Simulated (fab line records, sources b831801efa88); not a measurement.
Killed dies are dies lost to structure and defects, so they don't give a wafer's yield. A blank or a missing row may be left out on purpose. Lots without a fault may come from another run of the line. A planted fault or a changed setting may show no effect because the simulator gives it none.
fab line records | flow sky130
record lots=13 wafers=39 last_day=50
route steps=708 shown LOCAL_INTERCONNECT@395
lots that met no fault: from a run of the same line without faults
start_h: hours from the record's first day to the start of the lot's first wafer shown | wait_h: hours since the lot's step before | " the same as in the row above | L1.1+2: a row that stands for several wafers | - no value, or no start given | * or withheld: withheld | < > ~ a bound
route shown NAME@n: a module of which the file shows steps, and the number in the route of the first | usual: mean/standard deviation of fault-free wafers | same: alike in all rows | chamber/n: place in a boat | sites: the reading at each site | _std_site: their standard deviation | _edge_site: outer sites' mean less inner sites' | radius_mm: how far each site lies from the wafer's centre | mask NAME#n: copy n | behind: the tool/chamber that last shaped the wafer | hold: why the lot was held/for how many hours/how that ended | device: the transistor (n, p or np) that didn't switch | end of line: the same wafers' tests at the end of the route | a step without rows: its recipe alone | killed: dies lost to structure and defects at the first sort, not the wafer's yield | map: a wafer's dies, x killed, . not, _ none there
set.NAME: the setting as run; set.NAME@STEP: as run at that earlier step | model.NAME: the simulator's own value behind a step, which no gauge read
steps of the route over a sample of lots; a table a step, a row a wafer
services: from which hour (start_h, from the record's first day; less than 0 if before it) a tool's chamber was out of use, for how many hours, and why
## steps
# step SKY_LOCAL_INTERCONNECT_EXPOSE_08
# recipe mask_id=LI1M na=0.8 source_shape=annular sigma_inner=0.55 sigma_outer=0.85 target_cd_nm=170 dose_mj=28
# usual reticle_temp_C=22.97/0.1
# columns lot.wafer tool chamber start_h wait_h mask reticle_temp_C
L334.4 krf_scanner-01 0 695.10 - LI1M#0 22.97
L334.5 " 0 " " LI1M#0 22.82
L334.6 " 0 " " LI1M#0 22.93
L335.1 krf_scanner-01 0 701.86 - LI1M#0 23.01
L335.3 " 0 " " LI1M#0 22.86
L335.6 " 0 " " LI1M#0 22.91
L336.1 krf_scanner-01 0 706.20 - LI1M#0 23.03
L336.3 " 0 " " LI1M#0 22.97
L336.5 " 0 " " LI1M#0 23.08
L337.2 krf_scanner-01 0 722.41 - LI1M#0 23.19
L337.3 " 0 " " LI1M#0 22.95
L337.4 " 0 " " LI1M#0 23.12
L338.2 krf_scanner-01 0 732.91 - LI1M#0 22.88
L338.3 " 0 " " LI1M#0 22.99
L338.6 " 0 " " LI1M#0 22.83
L341.1 krf_scanner-02 0 754.02 - LI1M#0 23.02
L341.3 " 0 " " LI1M#0 23.03
L341.4 " 0 " " LI1M#0 23.01
L342.2 krf_scanner-01 0 766.70 - LI1M#0 22.99
L342.4 " 0 " " LI1M#0 22.95
L342.6 " 0 " " LI1M#0 22.94
L343.2 krf_scanner-02 0 775.29 - LI1M#0 22.87
L343.3 " 0 " " LI1M#0 22.91
L343.5 " 0 " " LI1M#0 22.96
L345.2 krf_scanner-01 0 788.17 - LI1M#0 23.05
L345.3 " 0 " " LI1M#0 23.11
L345.6 " 0 " " LI1M#0 23.03
L348.1 krf_scanner-02 0 814.22 - LI1M#0 22.84
L348.3 " 0 " " LI1M#0 23.00
L348.5 " 0 " " LI1M#0 23.05
L352.2 krf_scanner-02 0 846.08 - LI1M#0 22.83
L352.3 " 0 " " LI1M#0 22.86
L352.5 " 0 " " LI1M#0 22.93
L354.1 krf_scanner-02 0 848.40 - LI1M#0 22.93
L354.2 " 0 " " LI1M#0 22.96
L354.6 " 0 " " LI1M#0 23.09
L355.1 krf_scanner-02 0 860.35 - LI1M#0 22.88
L355.2 " 0 " " LI1M#0 22.87
L355.4 " 0 " " LI1M#0 22.83
# step SKY_LOCAL_INTERCONNECT_CD_MEAS_11
# recipe target_cd_nm=170
# usual cd_nm=169.5/1.5
# columns lot.wafer tool chamber start_h wait_h hold cd_nm
L334.4 cd_sem-02 - 709.31 - - 170.4
L334.5 " - " " - 169.4
L334.6 " - " " - 170.4
L335.1 cd_sem-01 - 715.41 - - 168.4
L335.3 " - " " - 169.4
L335.6 " - " " - 169.3
L336.1 cd_sem-01 - 719.50 - - 170.1
L336.3 " - " " - 169.9
L336.5 " - " " - 168.6
L337.2 cd_sem-02 - 736.41 - - 168.0
L337.3 " - " " - 166.6
L337.4 " - " " - 167.6
L338.2 cd_sem-02 - 746.38 - - 169.1
L338.3 " - " " - 170.5
L338.6 " - " " - 170.9
L341.1 cd_sem-02 - 767.75 - - 170.0
L341.3 " - " " - 171.0
L341.4 " - " " - 169.2
L342.2 cd_sem-02 - 779.02 - - 169.8
L342.4 " - " " - 170.7
L342.6 " - " " - 168.7
L343.2 cd_sem-01 - 788.52 - - 168.3
L343.3 " - " " - 169.8
L343.5 " - " " - 168.0
L345.2 cd_sem-02 - 800.66 - await_dispo/0.2h/release 170.0
L345.3 " - " " await_dispo/0.2h/release 169.3
L345.6 " - " " await_dispo/0.2h/release 68.9
L345.2 cd_sem-02 - 800.95 0.3 - 169.9
L345.3 " - " " - 169.5
L345.6 " - " " - 69.3
L348.1 cd_sem-01 - 826.70 - - 170.7
L348.3 " - " " - 171.2
L348.5 " - " " - 171.7
L352.2 cd_sem-02 - 858.48 - - 170.9
L352.3 " - " " - 170.1
L352.5 " - " " - 170.3
L354.1 cd_sem-01 - 860.51 - - 167.2
L354.2 " - " " - 168.7
L354.6 " - " " - 167.3
L355.1 cd_sem-02 - 873.25 - - 169.2
L355.2 " - " " - 170.4
L355.4 " - " " - 168.9
## services
# columns tool chamber start_h hours kind
krf_scanner-02 - 674.85 2.3 repair
krf_scanner-01 - 679.26 0.6 repair
krf_scanner-02 - 679.83 7.9 repair
krf_scanner-02 - 694.34 1.3 pm
krf_scanner-02 - 721.98 1.0 pm
krf_scanner-01 - 722.79 0.2 repair
krf_scanner-02 - 727.21 3.6 pm
krf_scanner-02 - 780.23 0.8 pm
krf_scanner-01 - 794.00 1.3 pm
krf_scanner-01 - 823.00 0.8 pm
krf_scanner-01 - 827.24 1.0 pm
## key
first_sign step=SKY_LOCAL_INTERCONNECT_CD_MEAS_11 reading=visit direction=added
effect step=SKY_LOCAL_INTERCONNECT_CD_MEAS_11 reading=cd_nm direction=down sigmas=69 usual=169.5 struck=68.9
met_at SKY_LOCAL_INTERCONNECT_EXPOSE_08
struck_lots L345
struck_wafers L345.6
later_rows_left_out L345.6
sort_left_out L345.6
tester_left_out L345
onset_between 766.70 788.17
fault kind=process_parameter_drift tool=krf_scanner-01 chamber=- onset_h=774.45 steps=SKY_LOCAL_INTERCONNECT_EXPOSE_08 channel=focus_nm offset=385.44 shape=step end_h=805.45 scope=struck_wafers_only
# tester_left_out: of these lots the tester's yield and bins aren't shown, on N5 and GAA mostly nor the transistor test; their killed dies are dies lost to structure and defects alone, not to doping, threshold or leakage, so they don't give the yield
# sort_left_out: the simulated sort isn't trusted on such a fault, so these wafers' sort isn't shown, and their yield isn't known
# later_rows_left_out: the simulator's readings of these wafers behind a module that went badly wrong aren't trusted and aren't shown, but for the sort
